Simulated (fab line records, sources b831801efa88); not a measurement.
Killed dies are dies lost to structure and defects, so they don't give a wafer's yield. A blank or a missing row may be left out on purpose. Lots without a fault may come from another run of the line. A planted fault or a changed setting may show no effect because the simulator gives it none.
Which tool did it? | flow sky130 | 6 lots, 18 wafers sampled, at 1 step of a route of 708

WHAT THE GAUGES READ, wafer by wafer
SKY_VIA3_OVL_MEAS_13.
lot  | measured     | on         | VIA3_OVL (nm)
L650 | day 40 12:54 | overlay-01 | 4 3 -3
L653 | day 41 00:54 | overlay-01 | -5 2 -5
L658 | day 42 11:57 | overlay-01 | -2 0 -3
L660 | day 43 05:20 | overlay-02 | 2 5 -3
L663 | day 44 13:28 | overlay-02 | -1 -4 3
L667 | day 44 22:26 | overlay-01 | -5 -7 -7

WHICH TOOL RAN EACH LOT (tool, then ch and the chambers of the sampled wafers, then the start)
The record holds no process step before these readings.

THE ANSWER, worked out from the rows above alone
Rule: what is usual is taken from the lots themselves. Put in order of their means at a reading, lots are off if they are a third of the lots or fewer, leave a main group of 4 or more, and stand apart from it by a gap of 3 or more times the standard deviation of the main group's means; of several such gaps the widest counts. A main group whose means are all the same, to the digits that the tables above print for the reading, isn't used. A lot without any number at a reading at which 4 lots or more have one is off too. The other lots that the step has rows for count as sound.
No lot is off at any reading shown: from this, nothing can be told.

WHAT THE SIMULATOR HAD PUT IN
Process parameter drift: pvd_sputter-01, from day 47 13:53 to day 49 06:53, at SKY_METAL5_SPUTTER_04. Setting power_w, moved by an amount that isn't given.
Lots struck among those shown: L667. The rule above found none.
